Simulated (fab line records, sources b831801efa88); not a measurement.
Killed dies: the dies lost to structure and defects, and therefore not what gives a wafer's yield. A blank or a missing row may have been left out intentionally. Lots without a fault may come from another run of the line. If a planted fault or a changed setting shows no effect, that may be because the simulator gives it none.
Chamber matching || flow gf180mcu || 4 sister chambers for GF_STI_ETCH_14 on rieSi-01
The step etches Si in HBr/Cl2/O2, target depth 360 nm, time 102.9 s. 4 wafers are shown with their chamber, then 7 later ones without.

== EACH WAFER AND ITS CHAMBER ==
{"wafer": "L149.1", "chamber": 3, "drypumpMotorCurrentA (A)": 5.0}
{"wafer": "L150.1", "chamber": 0, "drypumpMotorCurrentA (A)": 6.3}
{"wafer": "L151.1", "chamber": 2, "drypumpMotorCurrentA (A)": 4.9}
{"wafer": "L151.4", "chamber": 1, "drypumpMotorCurrentA (A)": 5.3}

== WAFERS WITH NO CHAMBER GIVEN ==
{"wafer": "L151.6", "drypumpMotorCurrentA (A)": 5.0}
{"wafer": "L158.2", "drypumpMotorCurrentA (A)": 5.4}
{"wafer": "L158.3", "drypumpMotorCurrentA (A)": 6.3}
{"wafer": "L158.6", "drypumpMotorCurrentA (A)": 5.4}
{"wafer": "L163.2", "drypumpMotorCurrentA (A)": 5.0}
{"wafer": "L163.3", "drypumpMotorCurrentA (A)": 6.2}
{"wafer": "L163.6", "drypumpMotorCurrentA (A)": 5.0}

== WHICH CHAMBER EACH WENT THROUGH ==
{"wafer": "L151.6", "from the rows above": "can't be placed: 3 or 2", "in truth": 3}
{"wafer": "L158.2", "from the rows above": 1, "in truth": 1}
{"wafer": "L158.3", "from the rows above": 0, "in truth": 0}
{"wafer": "L158.6", "from the rows above": 1, "in truth": 1}
{"wafer": "L163.2", "from the rows above": "can't be placed: 3 or 2", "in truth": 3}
{"wafer": "L163.3", "from the rows above": 0, "in truth": 0}
{"wafer": "L163.6", "from the rows above": "can't be placed: 3 or 2", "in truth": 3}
Correctly placed: 4 of 7. These rows do not allow placing 3 (true chamber among the candidates in 3). Placed wrongly: 0.
How it was worked out, from the rows above alone: a wafer's distance from a chamber is the root of the sum, over the readings, of the square of ((its reading less the chamber's mean) divided by the reading's scatter). If the next closest chamber is less than 2 further off than the closest, the wafer can't be placed; otherwise it belongs to the closest. A chamber's mean is the mean of its shown wafers. The scatter: root of mean squared gap, hidden wafer to nearest shown wafer, with one shown wafer a chamber.
